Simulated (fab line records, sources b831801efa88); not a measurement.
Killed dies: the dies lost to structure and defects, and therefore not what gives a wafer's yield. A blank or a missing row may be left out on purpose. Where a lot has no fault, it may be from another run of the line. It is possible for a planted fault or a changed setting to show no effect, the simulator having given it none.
fab line records    flow sky130
record: lots: 12  wafers: 36  lastDay: 50
route steps=708 shown VT_ADJUST_LVTN@106 METAL5@664 PAD_OPEN@701
lots untouched by any fault: they come from a run of this same line in which no faults occurred
startH: start of the lot's first displayed wafer, in hours after the record's first day    waitH: time in hours since the lot's previous step    " unchanged from the row above    L1.1+2: several wafers, shown together as one row    - no value present, or no start provided    * or withheld: withheld    < > ~ a bound
route shown NAME@n: NAME is a module with steps in the file, n the number in the route of the first one    usual: average and standard deviation across the fault-free wafers    same: alike in all rows    chamber/n: place in a boat    sites: each site's reading    _std_site: the standard deviation of these    _edge_site: inner sites' mean taken away from outer sites' mean    radiusMm: for every site, how far away it sits from the centre of the wafer    mask NAME#n: copy n    behind: the most recent tool/chamber to have shaped the wafer    hold: why the lot was held/for how many hours/how that ended    device: the n, p or np transistor that did not switch    end of line: tests run on the same wafers once the route is complete    where a step has no rows: the recipe by itself    killed: at the first sort, the dies lost to defects and structure; wafer yield is something else    map: per-die view of a wafer (x killed, . not killed, _ where there is no die)
set.NAME: the setting as run; set.NAME@STEP: as run at that earlier step    model.NAME: the simulator's own value behind a step, which no gauge read
one table for each step of the route and one row for each wafer, over a sample of lots
services: the hour from which a tool's chamber was out of use, counted from the record's first day as startH (under 0 if before that day), plus the number of hours and why
== steps ==
step: SKY_VT_ADJUST_LVTN_STRIP_09
recipe: chemistry: O2/N2  powerW: 1400  pressureMtorr: 1500  platenTempC: withheld  o2FlowSccm: 3000  n2FlowSccm: 300  overashFraction: 0.5
usual: drypumpMotorCurrentA: 5.57/0.22  n2FlowSccm: 299.9/0.91  oesProductAu: 0.723/0.0044  stripTimeToEndpointS: 36.89/0.096
lot.wafer  tool            chamber  startH  waitH  drypumpMotorCurrentA  n2FlowSccm  oesProductAu  rfHoursCounterH  stripTimeToEndpointS
L355.3     plasmaAsher-01  1        143.47  0.1    5.87                  299.3       0.729         -                36.93
L355.5     "               0        "       "      5.58                  298.8       0.719         -                36.97
L355.6     "               1        "       "      5.87                  300.6       0.720         -                36.92
L356.1     plasmaAsher-03  0        155.26  0.1    5.12                  300.2       0.724         43               37.06
L356.2     "               1        "       "      5.73                  299.8       0.721         43               36.98
L356.5     "               0        "       "      5.12                  299.1       0.726         -                37.10
L358.1     plasmaAsher-01  0        161.94  0.1    5.61                  299.6       0.723         48               36.84
L358.4     "               0        "       "      5.60                  299.3       0.730         -                36.82
L358.5     "               0        "       "      5.61                  299.7       0.730         -                36.90
L359.1     plasmaAsher-02  0        166.96  0.1    5.62                  299.2       0.723         5                36.94
L359.2     "               1        "       "      5.52                  299.6       0.711         5                36.98
L359.5     "               0        "       "      5.62                  299.5       0.717         -                36.95
L361.2     plasmaAsher-02  1        185.55  0.1    5.51                  299.5       0.725         7                36.87
L361.3     "               1        "       "      5.51                  300.1       0.730         -                36.82
L361.6     "               1        "       "      5.49                  301.1       0.720         -                36.88
L362.1     plasmaAsher-03  1        189.66  0.1    5.69                  301.0       0.716         46               36.88
L362.4     "               1        "       "      5.69                  300.1       0.723         -                36.73
L362.6     "               1        "       "      5.69                  299.3       0.725         -                36.83
L367.3     plasmaAsher-02  1        221.47  0.1    5.51                  300.0       0.720         -                36.85
L367.4     "               0        "       "      5.64                  299.9       0.718         -                36.79
L367.6     "               1        "       "      5.50                  300.8       0.723         -                36.86
L368.1     plasmaAsher-02  1        226.55  0.1    5.52                  300.9       0.725         11               36.96
L368.3     "               0        "       "      5.62                  299.5       0.723         -                36.94
L368.4     "               1        "       "      5.52                  300.6       0.723         -                36.93
L373.2     plasmaAsher-01  0        261.89  0.1    5.59                  301.1       0.721         58               37.03
L373.5     "               0        "       "      5.61                  300.1       0.733         -                36.95
L373.6     "               1        "       "      5.83                  300.2       0.721         -                36.84
L375.2     plasmaAsher-03  1        274.91  0.1    5.70                  300.5       0.724         55               36.86
L375.3     "               0        "       "      5.15                  300.0       0.727         -                36.82
L375.4     "               1        "       "      5.72                  300.4       0.720         -                36.84
L377.3     plasmaAsher-03  0        296.97  0.1    5.11                  299.6       0.716         -                37.00
L377.4     "               1        "       "      5.69                  298.8       0.718         -                36.88
L377.5     "               0        "       "      5.14                  298.5       0.722         -                36.95
L378.2     plasmaAsher-03  1        299.36  0.1    5.70                  300.1       0.718         57               37.03
L378.3     "               0        "       "      5.14                  301.2       0.723         -                36.85
L378.4     "               1        "       "      5.69                  300.0       0.717         -                36.93
step: SKY_METAL5_SPUTTER_03
recipe: material: Ti  targetThkNm: 5  powerW: 3075  timeS: 3.3  chamberPressurePa: 0.4
usual: throttleValvePct: 29.8/0.73
lot.wafer  tool           chamber  startH   waitH  throttleValvePct
L355.3     pvdSputter-03  -        1000.73  0.0    29.3
L355.5     "              -        "        "      29.1
L355.6     "              -        "        "      29.8
L356.1     pvdSputter-01  -        1013.47  0.0    30.5
L356.2     "              -        "        "      29.2
L356.5     "              -        "        "      31.3
L358.1     pvdSputter-03  -        1025.38  0.0    29.2
L358.4     "              -        "        "      29.1
L358.5     "              -        "        "      29.5
L359.1     pvdSputter-03  -        1032.50  0.0    29.2
L359.2     "              -        "        "      29.2
L359.5     "              -        "        "      29.0
L361.2     pvdSputter-03  -        1055.27  0.0    29.9
L361.3     "              -        "        "      29.3
L361.6     "              -        "        "      29.2
L362.1     pvdSputter-03  -        1057.04  0.0    29.7
L362.4     "              -        "        "      29.9
L362.6     "              -        "        "      30.0
L367.3     pvdSputter-04  -        1093.38  0.0    28.9
L367.4     "              -        "        "      30.6
L367.6     "              -        "        "      29.1
L368.1     pvdSputter-04  -        1099.45  0.0    30.4
L368.3     "              -        "        "      28.9
L368.4     "              -        "        "      28.9
L373.2     pvdSputter-01  -        1121.76  0.0    31.0
L373.5     "              -        "        "      30.3
L373.6     "              -        "        "      30.8
L375.2     pvdSputter-04  -        1143.30  0.0    28.8
L375.3     "              -        "        "      29.0
L375.4     "              -        "        "      30.8
L377.3     pvdSputter-04  -        1147.10  0.0    30.8
L377.4     "              -        "        "      29.3
L377.5     "              -        "        "      28.8
L378.2     pvdSputter-04  -        1147.98  0.0    30.3
L378.3     "              -        "        "      28.7
L378.4     "              -        "        "      30.9
step: SKY_PAD_OPEN_ETCH_07
recipe: chemistry: CF4/O2  targetDepthNm: 725  stopOn: AlCu  sourceW: 800  biasW: 150  pressureMtorr: 150  cf4FlowSccm: 80  O2_flow_sccm: 10  timeS: 161.1
usual: drypumpMotorCurrentA: 5.6/0.43  oesProductAu: 0.979/0.0074  throttleValvePct: 5.964/0.0093
lot.wafer  tool        chamber  startH   waitH  drypumpMotorCurrentA  oesProductAu  rfHoursCounterH  throttleValvePct
L355.3     rieDiel-03  1        1068.02  -      5.5                   0.968         18               5.960
L355.5     "           0        "        "      5.9                   0.976         -                5.979
L355.6     "           3        "        "      6.0                   0.985         -                5.975
L356.1     rieDiel-02  3        1079.82  -      5.9                   0.972         14               5.966
L356.2     "           0        "        "      5.1                   0.965         27               5.955
L356.5     "           2        "        "      5.5                   0.980         -                5.967
L358.1     rieDiel-01  3        1088.88  -      5.5                   0.968         29               5.956
L358.4     "           3        "        "      5.5                   0.978         -                5.972
L358.5     "           2        "        "      6.1                   0.987         -                5.951
L359.1     rieDiel-01  2        1097.61  -      6.1                   0.966         31               5.969
L359.2     "           0        "        "      4.8                   0.970         0                5.965
L359.5     "           0        "        "      4.8                   0.985         -                5.935
L361.2     rieDiel-02  2        1119.04  -      5.6                   0.971         18               5.979
L361.3     "           0        "        "      5.1                   0.975         28               5.947
L361.6     "           2        "        "      5.5                   0.984         -                5.982
L362.1     rieDiel-03  3        1119.46  -      6.0                   0.972         23               5.975
L362.4     "           0        "        "      5.9                   0.979         9                5.974
L362.6     "           3        "        "      5.9                   0.989         -                5.961
L367.3     rieDiel-01  3        1152.34  -      5.6                   0.980         1                5.961
L367.4     "           1        "        "      5.4                   0.990         33               5.969
L367.6     "           2        "        "      6.1                   0.988         -                5.952
L368.1     rieDiel-01  2        1158.16  -      6.1                   0.973         0                5.959
L368.3     "           0        "        "      4.8                   0.976         3                5.965
L368.4     "           3        "        "      5.6                   0.982         -                5.973
L373.2     rieDiel-03  3        1177.34  -      6.0                   0.971         25               5.958
L373.5     "           0        "        "      5.9                   0.978         -                5.964
L373.6     "           1        "        "      5.5                   0.979         -                5.962
L375.2     rieDiel-01  2        1195.57  -      6.1                   0.969         2                5.964
L375.3     "           3        "        "      5.6                   0.968         3                5.960
L375.4     "           0        "        "      4.8                   0.980         5                5.959
L377.3     rieDiel-02  2        1199.42  -      5.5                   0.974         22               5.981
L377.4     "           3        "        "      5.9                   0.980         19               5.963
L377.5     "           1        "        "      6.4                   0.985         -                5.961
L378.2     rieDiel-03  0        1200.12  -      5.9                   0.979         12               5.954
L378.3     "           1        "        "      5.4                   0.974         22               5.947
L378.4     "           2        "        "      5.1                   0.988         19               5.980
step: SKY_PAD_OPEN_STRIP_08
recipe: chemistry: O2/N2  powerW: 1400  pressureMtorr: 1500  platenTempC: withheld  overashFraction: 0.7  o2FlowSccm: 3000  n2FlowSccm: 300
usual: drypumpMotorCurrentA: 5.57/0.22  n2FlowSccm: 299.9/0.8  oesProductAu: 0.663/0.0045  stripTimeToEndpointS: 37.08/0.091
lot.wafer  tool            chamber  startH   waitH  drypumpMotorCurrentA  n2FlowSccm  oesProductAu  rfHoursCounterH  stripTimeToEndpointS
L355.3     plasmaAsher-01  1        1068.16  0.1    5.80                  300.8       0.670         -                37.05
L355.5     "               0        "        "      5.62                  299.1       0.667         -                37.06
L355.6     "               1        "        "      5.81                  299.7       0.669         -                37.10
L356.1     plasmaAsher-03  1        1079.93  0.1    5.70                  299.3       0.664         34               37.21
L356.2     "               0        "        "      5.17                  299.5       0.663         34               37.10
L356.5     "               1        "        "      5.69                  300.1       0.669         -                37.20
L358.1     plasmaAsher-03  1        1088.99  0.1    5.70                  298.7       0.656         34               37.13
L358.4     "               1        "        "      5.69                  301.1       0.665         -                37.10
L358.5     "               1        "        "      5.69                  300.5       0.657         -                37.17
L359.1     plasmaAsher-02  1        1097.72  0.1    5.52                  300.3       0.665         90               37.19
L359.2     "               0        "        "      5.63                  299.2       0.673         90               37.23
L359.5     "               0        "        "      5.65                  299.7       0.661         -                37.08
L361.2     plasmaAsher-01  1        1119.14  0.1    5.83                  297.0       0.667         70               37.15
L361.3     "               1        "        "      5.83                  299.4       0.660         -                37.06
L361.6     "               0        "        "      5.62                  300.3       0.667         -                37.06
L362.1     plasmaAsher-02  0        1119.57  0.1    5.63                  300.2       0.659         92               37.08
L362.4     "               0        "        "      5.62                  300.3       0.671         -                37.15
L362.6     "               1        "        "      5.52                  299.9       0.673         -                37.12
L367.3     plasmaAsher-03  0        1152.47  0.1    5.13                  299.3       0.664         -                36.96
L367.4     "               1        "        "      5.70                  300.9       0.657         -                36.82
L367.6     "               0        "        "      5.15                  299.9       0.663         -                37.03
L368.1     plasmaAsher-03  0        1158.27  0.1    5.16                  299.2       0.666         41               37.15
L368.3     "               1        "        "      5.70                  300.1       0.672         -                37.14
L368.4     "               0        "        "      5.14                  298.6       0.665         -                37.09
L373.2     plasmaAsher-03  1        1177.44  0.1    5.69                  300.3       0.662         43               37.21
L373.5     "               1        "        "      5.70                  300.5       0.654         -                37.19
L373.6     "               0        "        "      5.12                  299.1       0.664         -                37.19
L375.2     plasmaAsher-02  1        1195.68  0.1    5.49                  299.2       0.660         98               37.06
L375.3     "               1        "        "      5.47                  299.0       0.660         -                37.07
L375.4     "               0        "        "      5.62                  299.2       0.671         -                37.10
L377.3     plasmaAsher-02  1        1199.56  0.1    5.49                  299.5       0.671         -                37.10
L377.4     "               0        "        "      5.65                  299.5       0.659         -                37.05
L377.5     "               0        "        "      5.64                  299.8       0.663         -                37.08
L378.2     plasmaAsher-01  1        1200.23  0.1    5.82                  298.5       0.659         79               37.14
L378.3     "               1        "        "      5.81                  298.7       0.662         -                37.17
L378.4     "               0        "        "      5.62                  298.9       0.667         -                37.19
step: SKY_PAD_OPEN_PROBE_99
usual: killed_at_M0_to_M3: 43/7  killed_at_M4_up: 3.3/1.8  killedAtContacts: 24/6.2  killedAtFrontEnd: 16/4.7  killedAtOther: 0.4/0.58  killedDies: 87/10  killedOpen: 47/6.4  killedShort: 39/7
same: grossDies: 492  killedAtBackSide: 0
lot.wafer  tool       chamber  startH   waitH  killed_at_M0_to_M3  killed_at_M4_up  killedAtContacts  killedAtFrontEnd  killedAtOther  killedDies  killedOpen  killedShort
L367.3     prober-02  -        1154.78  0.2    36                  4                17                79                0              136         40          34
L367.4     prober-02  -        1154.83  0.2    33                  0                31                15                1              80          37          43
L367.6     prober-02  -        1154.93  0.2    40                  0                21                74                2              137         38          38
L368.1     prober-02  -        1160.52  0.1    35                  2                23                73                0              133         40          27
L368.3     prober-02  -        1160.62  0.2    47                  13               15                17                0              92          37          42
L368.4     prober-02  -        1160.67  0.2    41                  2                23                75                1              142         45          35
killed by level:class
L367.3 VT_ADJUST_LVTN:unspecified=62 METAL1:geometricParticle:short=8 LI_CONTACT:geometricParticle:open=7 VIA1:geometricParticle:short=6 VIA3:geometricParticle:open=6 FIELD_ISO:geometricParticle:short=5 POLY_GATE:geometricParticle:open=5 POLY_GATE:geometricParticle:short=4
L367.4 LI_CONTACT:geometricParticle:open=8 CONTACT:geometricParticle:short=8 METAL1:geometricParticle:short=8 CONTACT:geometricParticle:open=7 VIA1:geometricParticle:open=7 FIELD_ISO:geometricParticle:short=5 POLY_GATE:geometricParticle:short=5 VIA2:geometricParticle:open=5
L367.6 VT_ADJUST_LVTN:unspecified=61 METAL1:geometricParticle:short=9 LI_CONTACT:geometricParticle:open=8 VIA2:geometricParticle:open=7 POLY_GATE:geometricParticle:open=5 VIA2:geometricParticle:short=5 VIA1:geometricParticle:open=5 LI_CONTACT:geometricParticle:short=4
L368.1 VT_ADJUST_LVTN:unspecified=66 CONTACT:geometricParticle:open=9 METAL2:geometricParticle:short=7 LI_CONTACT:geometricParticle:open=6 VIA1:geometricParticle:open=6 VIA2:geometricParticle:open=5 VIA2:geometricParticle:short=4 METAL1:geometricParticle:open=4
L368.3 VIA4:areaEtch=12 METAL2:geometricParticle:short=11 VIA1:geometricParticle:open=9 CONTACT:geometricParticle:open=6 LI_CONTACT:geometricParticle:open=5 METAL1:geometricParticle:short=5 VIA2:geometricParticle:open=5 POLY_GATE:geometricParticle:short=4
L368.4 VT_ADJUST_LVTN:unspecified=62 VIA1:geometricParticle:open=10 LI_CONTACT:geometricParticle:open=8 CONTACT:geometricParticle:open=8 METAL2:geometricParticle:short=5 METAL1:geometricParticle:short=4 VIA1:geometricParticle:short=4 METAL2:geometricParticle:open=4
== services ==
tool            chamber  startH   hours  kind
plasmaAsher-02  -        206.19   2.4    repair
plasmaAsher-01  -        231.80   2.8    pm
plasmaAsher-02  -        257.34   12.0   repair
plasmaAsher-02  -        258.78   7.4    repair
plasmaAsher-02  -        317.75   1.2    repair
plasmaAsher-03  -        338.38   0.4    repair
plasmaAsher-02  -        364.09   1.0    repair
plasmaAsher-02  -        382.40   2.8    pm
plasmaAsher-03  -        402.84   3.4    repair
plasmaAsher-01  -        421.35   9.0    pm
plasmaAsher-01  -        446.51   1.3    repair
plasmaAsher-01  -        594.49   1.9    repair
plasmaAsher-03  -        605.77   6.0    repair
plasmaAsher-02  -        631.54   77.4   repair
plasmaAsher-03  -        733.75   9.0    pm
plasmaAsher-02  -        739.98   1.3    repair
plasmaAsher-03  -        881.51   2.8    pm
plasmaAsher-01  -        901.30   12.1   repair
plasmaAsher-01  -        965.54   11.5   repair
plasmaAsher-02  -        971.16   7.6    repair
plasmaAsher-03  -        1020.87  14.6   pm
plasmaAsher-03  -        1101.11  2.6    repair
plasmaAsher-02  -        1132.74  12.4   repair
plasmaAsher-03  -        1159.18  2.2    repair
== key ==
firstSign: step: SKY_PAD_OPEN_PROBE_99  reading: killedAtFrontEnd  direction: up  sigmas: 13  usual: 16  struck: 75
effect: step: SKY_PAD_OPEN_PROBE_99  reading: killedDies  direction: up  sigmas: 5  usual: 87  struck: 137
metAt SKY_VT_ADJUST_LVTN_STRIP_09
struckLots L367,L368
struckWafers L367.3,L367.6,L368.1,L368.4
testerLeftOut L367,L368
baselineLoss: step: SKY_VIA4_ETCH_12  wafers: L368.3
notActingAt SKY_METAL5_SPUTTER_03,SKY_PAD_OPEN_ETCH_07,SKY_PAD_OPEN_STRIP_08
onsetBetween 185.55 221.47
fault: kind: chamberParticleSource  tool: plasmaAsher-02  chamber: 1  onsetH: 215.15  steps: SKY_VT_ADJUST_LVTN_STRIP_09  ratePerVisitCm2: 1.4148  endH: 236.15
testerLeftOut: of these lots the tester's yield and bins aren't shown, on N5 and GAA mostly nor the transistor test; their killed dies are dies lost to structure and defects alone, not to doping, threshold or leakage, so they don't give the yield
baselineLoss: these wafers lose ten dies or more at that step, a loss of the line's own and not of a fault; the sort's usual values leave them out
